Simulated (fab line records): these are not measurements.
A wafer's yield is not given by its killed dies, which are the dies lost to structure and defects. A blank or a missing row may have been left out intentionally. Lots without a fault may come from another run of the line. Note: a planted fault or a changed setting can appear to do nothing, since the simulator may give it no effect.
fab line records | flow gf180mcu
record lots=12 | wafers=36 | lastDay=34
route steps=602 shown MVPSD@85 HV_LDD@186 SAB@273
lots that met no fault: from a run of the same line without faults
startH: hours from the record's opening day to when the first of the lot's shown wafers began | waitH: hours from the lot's prior step to this one | " the same as in the row above | L1.1+2: a single row standing in for several wafers | - no value, or no start given | * or withheld: withheld | < > ~ a bound
route shown NAME@n: a module of which the file shows steps, and the number in the route of the first | usual: the fault-free wafers' mean and standard deviation | same: alike in all rows | chamber/n: place in a boat | sites: readings site by site | _std_site: the standard deviation of these | _edge_site: the outer-site mean with the inner-site mean subtracted | radiusMm: how far each site lies from the wafer's centre | mask NAME#n: copy n | behind: tool/chamber where the wafer was last shaped | hold: reason for holding the lot/hours on hold/outcome of the hold | device: which transistor (n, p or np) failed to switch | end of line: tests of these same wafers at the route's end | where a step has no rows: the recipe by itself | killed: dies lost to structure and defects at the first sort, not the wafer's yield | map: the dies of a wafer, with x for killed, . for not killed, _ for no die there
set.NAME: setting as actually run; set.NAME@STEP: the setting as run at that earlier step | model.NAME: the simulator's own value behind a step, which no gauge read
the route's steps for a sample of lots (tables are steps, rows are wafers)
services: from which hour (startH, from the record's first day; less than 0 if before it) a tool's chamber was out of use, for how many hours, and why
## steps
# step GF_MVPSD_OVL_MEAS_07
# usual MVPSD_OVL=0.8/1.3
lot.wafer | tool       | chamber | startH | waitH | MVPSD_OVL[nm]
L337.1    | overlay-01 | -       | 96.93  | -     | 1.6
L337.2    | "          | -       | "      | "     | 0.3
L337.6    | "          | -       | "      | "     | 2.9
L339.1    | overlay-01 | -       | 110.65 | -     | 2.8
L339.4    | "          | -       | "      | "     | 2.9
L339.5    | "          | -       | "      | "     | 4.1
L341.2    | overlay-01 | -       | 120.29 | -     | 2.8
L341.4    | "          | -       | "      | "     | -0.1
L341.5    | "          | -       | "      | "     | 1.1
L342.2    | overlay-02 | -       | 127.13 | -     | 0.5
L342.4    | "          | -       | "      | "     | 0.9
L342.5    | "          | -       | "      | "     | 1.0
L343.2    | overlay-01 | -       | 130.63 | -     | -0.3
L343.5    | "          | -       | "      | "     | 0.2
L343.6    | "          | -       | "      | "     | -0.5
L345.2    | overlay-02 | -       | 141.65 | -     | 2.3
L345.4    | "          | -       | "      | "     | 3.6
L345.5    | "          | -       | "      | "     | 2.7
L347.1    | overlay-02 | -       | 154.73 | -     | 1.1
L347.3    | "          | -       | "      | "     | 1.7
L347.4    | "          | -       | "      | "     | 1.5
L349.3    | overlay-02 | -       | 167.59 | -     | 0.9
L349.4    | "          | -       | "      | "     | 0.8
L349.6    | "          | -       | "      | "     | 0.3
L354.1    | overlay-01 | -       | 197.57 | -     | 1.1
L354.2    | "          | -       | "      | "     | -0.5
L354.5    | "          | -       | "      | "     | 0.3
L356.3    | overlay-02 | -       | 218.54 | -     | 3.8
L356.5    | "          | -       | "      | "     | 0.9
L356.6    | "          | -       | "      | "     | 2.7
L357.3    | overlay-01 | -       | 218.61 | -     | -0.5
L357.5    | "          | -       | "      | "     | -0.7
L357.6    | "          | -       | "      | "     | -0.2
L359.2    | overlay-02 | -       | 229.15 | -     | -1.8
L359.4    | "          | -       | "      | "     | 0.9
L359.6    | "          | -       | "      | "     | 1.2
# step GF_HV_LDD_STRIP_10
# recipe chemistry=O2/N2 | powerW=1400 | pressureMtorr=1500 | platenTempC=250 | o2FlowSccm=3000 | n2FlowSccm=300 | overashFraction=0.5
# usual drypumpMotorCurrentA=5.9/0.36 | heaterPowerW=358/61 | oesProductAu=0.716/0.0049 | stripTimeToEndpointS=12.65/0.034
lot.wafer | tool           | chamber | startH | waitH | drypumpMotorCurrentA | heaterPowerW | oesProductAu | rfHoursCounterH | stripTimeToEndpointS
L337.1    | plasmaAsher-04 | 1       | 216.85 | 0.1   | 6.2                  | 321          | 0.708        | 58              | 12.59
L337.2    | "              | 0       | "      | "     | 5.8                  | 444          | 0.718        | 58              | 12.60
L337.6    | "              | 1       | "      | "     | 6.2                  | 326          | 0.720        | -               | 12.61
L339.1    | plasmaAsher-03 | 0       | 231.35 | 0.1   | 5.0                  | 269          | 0.720        | 62              | 12.70
L339.4    | "              | 1       | "      | "     | 6.1                  | 297          | 0.719        | -               | 12.68
L339.5    | "              | 0       | "      | "     | 5.0                  | 267          | 0.716        | -               | 12.68
L341.2    | plasmaAsher-01 | 1       | 242.63 | 0.1   | 5.8                  | 327          | 0.711        | 13              | 12.69
L341.4    | "              | 0       | "      | "     | 6.2                  | 421          | 0.718        | -               | 12.67
L341.5    | "              | 1       | "      | "     | 5.7                  | 334          | 0.714        | -               | 12.72
L342.2    | plasmaAsher-04 | 0       | 255.14 | 0.1   | 5.9                  | 430          | 0.712        | 61              | 12.66
L342.4    | "              | 1       | "      | "     | 6.2                  | 325          | 0.705        | -               | 12.61
L342.5    | "              | 0       | "      | "     | 5.8                  | 437          | 0.716        | -               | 12.63
L343.2    | plasmaAsher-03 | 0       | 258.34 | 0.1   | 5.0                  | 270          | 0.711        | 65              | 12.63
L343.5    | "              | 0       | "      | "     | 5.0                  | 267          | 0.717        | -               | 12.66
L343.6    | "              | 1       | "      | "     | 6.1                  | 281          | 0.719        | -               | 12.65
L345.2    | plasmaAsher-01 | 1       | 268.99 | 0.1   | 5.7                  | 341          | 0.722        | 15              | 12.63
L345.4    | "              | 0       | "      | "     | 6.3                  | 420          | 0.713        | -               | 12.64
L345.5    | "              | 0       | "      | "     | 6.2                  | 423          | 0.718        | -               | 12.64
L347.1    | plasmaAsher-04 | 0       | 287.25 | 0.1   | 5.8                  | 434          | 0.716        | 65              | 12.66
L347.3    | "              | 0       | "      | "     | 5.8                  | 439          | 0.721        | -               | 12.66
L347.4    | "              | 1       | "      | "     | 6.1                  | 329          | 0.718        | -               | 12.65
L349.3    | plasmaAsher-01 | 0       | 304.12 | 0.1   | 6.2                  | 427          | 0.715        | -               | 12.65
L349.4    | "              | 1       | "      | "     | 5.8                  | 326          | 0.705        | -               | 12.67
L349.6    | "              | 1       | "      | "     | 5.7                  | 342          | 0.711        | -               | 12.61
L354.1    | plasmaAsher-03 | 0       | 341.10 | 0.1   | 5.0                  | 272          | 0.719        | 74              | 12.68
L354.2    | "              | 1       | "      | "     | 6.1                  | 289          | 0.704        | 74              | 12.70
L354.5    | "              | 0       | "      | "     | 5.0                  | 277          | 0.715        | -               | 12.70
L356.3    | plasmaAsher-01 | 0       | 366.02 | 0.1   | 6.2                  | 410          | 0.711        | -               | 12.62
L356.5    | "              | 0       | "      | "     | 6.2                  | 420          | 0.715        | -               | 12.62
L356.6    | "              | 1       | "      | "     | 5.7                  | 336          | 0.717        | -               | 12.60
L357.3    | plasmaAsher-03 | 1       | 368.01 | 0.1   | 6.1                  | 292          | 0.720        | -               | 12.58
L357.5    | "              | 0       | "      | "     | 5.0                  | 273          | 0.731        | -               | 12.65
L357.6    | "              | 1       | "      | "     | 6.1                  | 284          | 0.704        | -               | 12.61
L359.2    | plasmaAsher-01 | 0       | 380.73 | 0.1   | 6.3                  | 428          | 0.726        | 27              | 12.63
L359.4    | "              | 0       | "      | "     | 6.2                  | 414          | 0.714        | -               | 12.65
L359.6    | "              | 0       | "      | "     | 6.2                  | 430          | 0.716        | -               | 12.65
# step GF_HV_LDD_IMPLANT_34
# recipe species=P | energyKev=60 | doseCm2=7.5e+12 | tiltDeg=30 | rotationDeg=90
# usual beamOnS=9.99/0.19 | doseIonsCm2=7.499e+12/7.8e+09 | faradayCurrentUA=42.4/0.81
lot.wafer | tool         | chamber | startH | waitH | beamOnS | doseIonsCm2 | faradayCurrentUA
L337.1    | implanter-01 | 0       | 253.75 | 0.1   | 9.99    | 7.494e+12   | 42.4
L337.2    | "            | 0       | "      | "     | 9.93    | 7.497e+12   | 42.7
L337.6    | "            | 0       | "      | "     | 10.25   | 7.507e+12   | 41.2
L339.1    | implanter-02 | 0       | 268.69 | 0.1   | 9.90    | 7.504e+12   | 42.9
L339.4    | "            | 0       | "      | "     | 9.74    | 7.506e+12   | 43.7
L339.5    | "            | 0       | "      | "     | 10.04   | 7.494e+12   | 42.3
L341.2    | implanter-02 | 0       | 281.30 | 0.1   | 9.92    | 7.5e+12     | 42.6
L341.4    | "            | 0       | "      | "     | 9.96    | 7.492e+12   | 42.5
L341.5    | "            | 0       | "      | "     | 10.10   | 7.502e+12   | 41.7
L342.2    | implanter-01 | 0       | 294.83 | 0.1   | 10.30   | 7.498e+12   | 41.1
L342.4    | "            | 0       | "      | "     | 9.93    | 7.505e+12   | 42.8
L342.5    | "            | 0       | "      | "     | 9.85    | 7.492e+12   | 43.0
L343.2    | implanter-02 | 0       | 296.61 | 0.1   | 10.23   | 7.529e+12   | 41.4
L343.5    | "            | 0       | "      | "     | 9.84    | 7.52e+12    | 42.9
L343.6    | "            | 0       | "      | "     | 9.86    | 7.504e+12   | 42.8
L345.2    | implanter-04 | 0       | 309.96 | 0.1   | 9.93    | 7.492e+12   | 42.5
L345.4    | "            | 0       | "      | "     | 10.10   | 7.487e+12   | 41.9
L345.5    | "            | 0       | "      | "     | 10.13   | 7.49e+12    | 41.9
L347.1    | implanter-04 | 0       | 327.54 | 0.1   | 10.05   | 7.499e+12   | 42.2
L347.3    | "            | 0       | "      | "     | 10.00   | 7.505e+12   | 42.3
L347.4    | "            | 0       | "      | "     | 10.41   | 7.507e+12   | 40.6
L349.3    | implanter-02 | 0       | 346.14 | 0.1   | 10.09   | 1.019e+12   | 5.7
L349.4    | "            | 0       | "      | "     | 9.68    | 1.016e+12   | 5.9
L349.6    | "            | 0       | "      | "     | 10.09   | 1.018e+12   | 5.6
L354.1    | implanter-02 | 0       | 385.45 | 0.1   | 10.07   | 1.016e+12   | 5.7
L354.2    | "            | 0       | "      | "     | 9.68    | 1.018e+12   | 5.9
L354.5    | "            | 0       | "      | "     | 10.05   | 1.017e+12   | 5.7
L356.3    | implanter-01 | 0       | 412.74 | 0.1   | 9.95    | 7.49e+12    | 42.5
L356.5    | "            | 0       | "      | "     | 10.23   | 7.49e+12    | 41.4
L356.6    | "            | 0       | "      | "     | 10.26   | 7.481e+12   | 41.2
L357.3    | implanter-04 | 0       | 414.35 | 0.1   | 9.97    | 7.502e+12   | 42.4
L357.5    | "            | 0       | "      | "     | 10.08   | 7.491e+12   | 42.0
L357.6    | "            | 0       | "      | "     | 10.05   | 7.491e+12   | 42.0
L359.2    | implanter-04 | 0       | 427.81 | 0.1   | 10.07   | 7.504e+12   | 41.9
L359.4    | "            | 0       | "      | "     | 10.38   | 7.51e+12    | 40.9
L359.6    | "            | 0       | "      | "     | 9.47    | 7.505e+12   | 44.2
# step GF_HV_LDD_TW_MEAS_38
# usual HV_LDD_3_TW=1449/7.3
lot.wafer | tool         | chamber | startH | waitH | HV_LDD_3_TW
L337.1    | filmMetro-01 | -       | 254.30 | 0.1   | 1456
L337.2    | "            | -       | "      | "     | 1456
L337.6    | "            | -       | "      | "     | 1454
L339.1    | filmMetro-04 | -       | 269.24 | 0.1   | 1439
L339.4    | "            | -       | "      | "     | 1438
L339.5    | "            | -       | "      | "     | 1443
L341.2    | filmMetro-04 | -       | 281.84 | 0.1   | 1444
L341.4    | "            | -       | "      | "     | 1442
L341.5    | "            | -       | "      | "     | 1441
L342.2    | filmMetro-02 | -       | 295.36 | 0.1   | 1445
L342.4    | "            | -       | "      | "     | 1450
L342.5    | "            | -       | "      | "     | 1449
L343.2    | filmMetro-01 | -       | 297.15 | 0.1   | 1454
L343.5    | "            | -       | "      | "     | 1456
L343.6    | "            | -       | "      | "     | 1457
L345.2    | filmMetro-04 | -       | 310.50 | 0.1   | 1444
L345.4    | "            | -       | "      | "     | 1443
L345.5    | "            | -       | "      | "     | 1443
L347.1    | filmMetro-01 | -       | 328.09 | 0.1   | 1461
L347.3    | "            | -       | "      | "     | 1465
L347.4    | "            | -       | "      | "     | 1461
L349.3    | filmMetro-01 | -       | 346.66 | 0.1   | 1343
L349.4    | "            | -       | "      | "     | 1340
L349.6    | "            | -       | "      | "     | 1340
L354.1    | filmMetro-02 | -       | 386.00 | 0.1   | 1351
L354.2    | "            | -       | "      | "     | 1337
L354.5    | "            | -       | "      | "     | 1338
L356.3    | filmMetro-02 | -       | 413.26 | 0.1   | 1447
L356.5    | "            | -       | "      | "     | 1452
L356.6    | "            | -       | "      | "     | 1448
L357.3    | filmMetro-01 | -       | 414.87 | 0.1   | 1446
L357.5    | "            | -       | "      | "     | 1453
L357.6    | "            | -       | "      | "     | 1464
L359.2    | filmMetro-01 | -       | 428.34 | 0.1   | 1456
L359.4    | "            | -       | "      | "     | 1450
L359.6    | "            | -       | "      | "     | 1458
# step GF_HV_LDD_RS_MEAS_53
# recipe thkMeasGauge=four-point-probe
# usual HV_LDD_RS=418.4/0.93
lot.wafer | tool         | chamber | startH | waitH | HV_LDD_RS[ohm/sq]
L337.1    | filmMetro-01 | -       | 274.16 | 0.1   | 418.6
L337.2    | "            | -       | "      | "     | 418.9
L337.6    | "            | -       | "      | "     | 418.1
L339.1    | filmMetro-01 | -       | 289.48 | 0.1   | 418.3
L339.4    | "            | -       | "      | "     | 418.9
L339.5    | "            | -       | "      | "     | 419.9
L341.2    | filmMetro-04 | -       | 302.03 | 0.1   | 418.1
L341.4    | "            | -       | "      | "     | 418.9
L341.5    | "            | -       | "      | "     | 417.4
L342.2    | filmMetro-02 | -       | 316.92 | 0.1   | 419.9
L342.4    | "            | -       | "      | "     | 419.1
L342.5    | "            | -       | "      | "     | 418.6
L343.2    | filmMetro-02 | -       | 317.47 | 0.1   | 419.4
L343.5    | "            | -       | "      | "     | 418.5
L343.6    | "            | -       | "      | "     | 418.0
L345.2    | filmMetro-01 | -       | 331.68 | 0.1   | 419.2
L345.4    | "            | -       | "      | "     | 419.1
L345.5    | "            | -       | "      | "     | 418.1
L347.1    | filmMetro-04 | -       | 349.79 | 0.2   | 418.7
L347.3    | "            | -       | "      | "     | 417.7
L347.4    | "            | -       | "      | "     | 416.9
L349.3    | filmMetro-02 | -       | 368.95 | 0.1   | 435.7
L349.4    | "            | -       | "      | "     | 434.9
L349.6    | "            | -       | "      | "     | 435.1
L354.1    | filmMetro-01 | -       | 409.67 | 0.1   | 438.4
L354.2    | "            | -       | "      | "     | 438.8
L354.5    | "            | -       | "      | "     | 439.2
L356.3    | filmMetro-01 | -       | 438.17 | 0.1   | 418.4
L356.5    | "            | -       | "      | "     | 417.7
L356.6    | "            | -       | "      | "     | 418.4
L357.3    | filmMetro-04 | -       | 439.57 | 0.1   | 418.6
L357.5    | "            | -       | "      | "     | 418.2
L357.6    | "            | -       | "      | "     | 418.7
L359.2    | filmMetro-02 | -       | 452.84 | 0.1   | 418.8
L359.4    | "            | -       | "      | "     | 418.2
L359.6    | "            | -       | "      | "     | 418.1
# step GF_SAB_CD_MEAS_09
# recipe targetCdNm=420
# usual cdNm=420.7/2.6
lot.wafer | tool     | chamber | startH | waitH | cdNm
L337.1    | cdSem-02 | -       | 338.35 | 0.1   | 416.7
L337.2    | "        | -       | "      | "     | 417.8
L337.6    | "        | -       | "      | "     | 417.8
L339.1    | cdSem-01 | -       | 355.26 | 0.1   | 418.7
L339.4    | "        | -       | "      | "     | 421.4
L339.5    | "        | -       | "      | "     | 418.7
L341.2    | cdSem-01 | -       | 368.73 | 0.1   | 421.8
L341.4    | "        | -       | "      | "     | 424.3
L341.5    | "        | -       | "      | "     | 423.7
L342.2    | cdSem-01 | -       | 387.23 | 0.1   | 420.3
L342.4    | "        | -       | "      | "     | 419.5
L342.5    | "        | -       | "      | "     | 419.9
L343.2    | cdSem-02 | -       | 387.53 | 0.1   | 418.7
L343.5    | "        | -       | "      | "     | 416.0
L343.6    | "        | -       | "      | "     | 418.8
L345.2    | cdSem-01 | -       | 402.53 | 0.1   | 419.7
L345.4    | "        | -       | "      | "     | 421.2
L345.5    | "        | -       | "      | "     | 421.6
L347.1    | cdSem-01 | -       | 423.56 | 0.1   | 417.3
L347.3    | "        | -       | "      | "     | 417.5
L347.4    | "        | -       | "      | "     | 416.9
L349.3    | cdSem-01 | -       | 442.90 | 0.1   | 419.2
L349.4    | "        | -       | "      | "     | 420.1
L349.6    | "        | -       | "      | "     | 421.3
L354.1    | cdSem-02 | -       | 484.46 | 0.1   | 420.4
L354.2    | "        | -       | "      | "     | 421.6
L354.5    | "        | -       | "      | "     | 418.6
L356.3    | cdSem-02 | -       | 513.80 | 0.1   | 420.4
L356.5    | "        | -       | "      | "     | 421.4
L356.6    | "        | -       | "      | "     | 421.5
L357.3    | cdSem-02 | -       | 515.28 | 0.1   | 429.3
L357.5    | "        | -       | "      | "     | 427.6
L357.6    | "        | -       | "      | "     | 429.1
L359.2    | cdSem-01 | -       | 528.29 | 0.1   | 422.7
L359.4    | "        | -       | "      | "     | 425.3
L359.6    | "        | -       | "      | "     | 422.8
## services
tool           | chamber | startH | hours | kind
plasmaAsher-03 | -       | 194.50 | 0.7   | repair
implanter-02   | -       | 195.54 | 3.2   | repair
implanter-02   | -       | 199.03 | 7.9   | repair
plasmaAsher-03 | -       | 209.59 | 0.6   | repair
plasmaAsher-01 | -       | 223.42 | 2.9   | repair
plasmaAsher-04 | -       | 232.08 | 7.8   | repair
implanter-04   | -       | 236.40 | 2.1   | repair
implanter-02   | -       | 248.14 | 3.8   | pm
implanter-04   | -       | 249.56 | 3.5   | pm
implanter-04   | -       | 280.14 | 3.9   | repair
implanter-01   | -       | 334.40 | 3.6   | pm
implanter-02   | -       | 361.64 | 18.2  | repair
implanter-01   | -       | 366.89 | 11.1  | pm
plasmaAsher-01 | -       | 372.17 | 0.5   | repair
plasmaAsher-04 | -       | 376.84 | 4.5   | repair
implanter-04   | -       | 389.20 | 24.6  | pm
plasmaAsher-04 | -       | 421.25 | 9.0   | pm
plasmaAsher-04 | 0       | 421.25 | 9.0   | ventCycle
plasmaAsher-04 | 1       | 421.25 | 9.0   | ventCycle
## key
firstSign step=GF_HV_LDD_IMPLANT_34 | reading=doseIonsCm2 | direction=down | sigmas=99+ | usual=7.499e+12 | struck=1.017e+12
effect step=GF_HV_LDD_IMPLANT_34 | reading=faradayCurrentUA | direction=down | sigmas=45 | usual=42.4 | struck=5.7
effect step=GF_HV_LDD_TW_MEAS_38 | reading=HV_LDD_3_TW | direction=down | sigmas=15 | usual=1449 | struck=1342
effect step=GF_HV_LDD_RS_MEAS_53 | reading=HV_LDD_RS | direction=up | sigmas=20 | usual=418.4 | struck=437.0
metAt GF_HV_LDD_IMPLANT_34
struckLots L349,L354
testerLeftOut L349,L354
notActingAt GF_MVPSD_OVL_MEAS_07,GF_HV_LDD_STRIP_10,GF_SAB_CD_MEAS_09
onsetBetween 296.61 346.14
fault kind=processParameterDrift | tool=implanter-02 | chamber=- | onsetH=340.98 | steps=GF_HV_LDD_IMPLANT_34 | channel=doseCm2 | offset=-6.4861e+12 | shape=step | endH=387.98 | actsIn=theseRecipesOnly | stated=7.5e+12
# testerLeftOut: of these lots the tester's yield and bins aren't shown, on N5 and GAA mostly nor the transistor test; their killed dies are dies lost to structure and defects alone, not to doping, threshold or leakage, so they don't give the yield
